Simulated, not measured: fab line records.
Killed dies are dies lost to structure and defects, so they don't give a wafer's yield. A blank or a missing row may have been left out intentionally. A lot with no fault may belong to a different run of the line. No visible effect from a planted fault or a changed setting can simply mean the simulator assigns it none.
A struck lot beside a sound one ; flow gf180mcu ; 14 out of 602 route steps
Sound: wafers L669.3, L669.4, L669.6. Wafers L671.2, L671.3, L671.6 were the ones struck. The cause is named last.
For every step that has rows: the tool of each side, followed by ch and its chambers, followed by its first start. Under that, the readings that differ: sound wafers ; struck wafers ; difference of the means ; sigmas: that difference in standard deviations of wafers without a fault.
alike: same words and numbers on both sides, and readings whose means sit less than 2 such deviations apart. not compared: any withheld reading, any reading some wafer has no value for, any bound like >300 that may hide the same value, and any number with overlapping values for which the record gives no deviation.
A row with sigmas, a row that says differs or no value, or rows on one side alone: a step with any of these is where the two part. When numbers do not overlap yet have no deviation, they are printed without sigmas and do not part them. Lack of a reading on every wafer of one side parts them only where that side has two or more wafers.

GF_SAB_ETCH_11: etches SiO2 in C4F8/O2/Ar, target depth 55 nm, time 8.5 s.
  sound on rie-diel-02 ch 0,2,3, day 16 20:32; struck on rie-diel-04 ch 1,3, day 17 20:26
  alike: oes-product-au
  not compared: rf-hours-counter-h
then, 1 step without rows for these wafers: GF_SAB_WET_ETCH_12 (etches SiO2 in dHF, target depth 22 nm, time 440 s).
GF_SAB_STRIP_13: strips in O2/N2.
  sound on plasma-asher-03 ch 0,1, day 16 20:44; struck on plasma-asher-04 ch 0,1, day 17 20:36
  alike: drypump-motor-current-A, heater-power-w, o2-flow-sccm, oes-product-au, strip-time-to-endpoint-s
  not compared: rf-hours-counter-h
then, 3 steps without rows for these wafers: GF_SALICIDE_CLEAN_00 (cleans in SC1/SC2, time 150 s); GF_SALICIDE_WET_ETCH_01 (etches SiO2 in dHF, target depth 5 nm, time 100 s); GF_SALICIDE_SPUTTER_02 (material Co, target thk 10 nm, time 20 s).
GF_SALICIDE_SPUTTER_03: material TiN, target thk 20 nm, time 16.4 s.
  sound on pvd-sputter-04, day 16 20:55; struck on pvd-sputter-04, day 17 20:49
  alike: throttle-valve-pct
GF_SALICIDE_RS_MEAS_04: measures by four-point-probe.
  sound on film-metro-02, day 16 20:59; struck on film-metro-02, day 17 20:52
  alike: SALICIDE_TIN_RS
GF_SALICIDE_THK_MEAS_05: measures by xrf.
  sound on film-metro-02, day 16 21:05; struck on film-metro-02, day 17 20:58
  alike: SALICIDE_TIN_THK
GF_SALICIDE_RTA_06: time 30 s.
  sound on rtp-anneal-01 ch 0, day 16 21:10; struck on rtp-anneal-01 ch 0, day 17 21:02
  alike: lamp-power-pct, wafer_temp_C_max
then, 1 step without rows for these wafers: GF_SALICIDE_WET_ETCH_07 (etches the open film in SPM, target depth 120 nm).
GF_SALICIDE_RTA_08: time 30 s.
  sound on rtp-anneal-02 ch 0, day 16 21:21; struck on rtp-anneal-02 ch 0, day 17 21:13
  alike: lamp-power-pct, wafer_temp_C_max
GF_CONTACT_CVD_00: deposits SiO2, target thk 300 nm, time 50 s.
  sound on hdpcvd-01 ch 1,2, day 16 21:25; struck on hdpcvd-02 ch 0,1, day 17 21:31
  alike: susceptor-temp-C
GF_CONTACT_THK_MEAS_01:
  sound on film-metro-03, day 16 21:29; struck on film-metro-04, day 17 21:57
reading;sound;struck;difference;sigmas
CONTACT_CVD_00_THK (nm);303 295 301;603 600 605;+303;+69

## WHERE THEY PART
At GF_CONTACT_THK_MEAS_01 and nowhere else, as far as this record goes.

WHY: the cause the simulator had injected
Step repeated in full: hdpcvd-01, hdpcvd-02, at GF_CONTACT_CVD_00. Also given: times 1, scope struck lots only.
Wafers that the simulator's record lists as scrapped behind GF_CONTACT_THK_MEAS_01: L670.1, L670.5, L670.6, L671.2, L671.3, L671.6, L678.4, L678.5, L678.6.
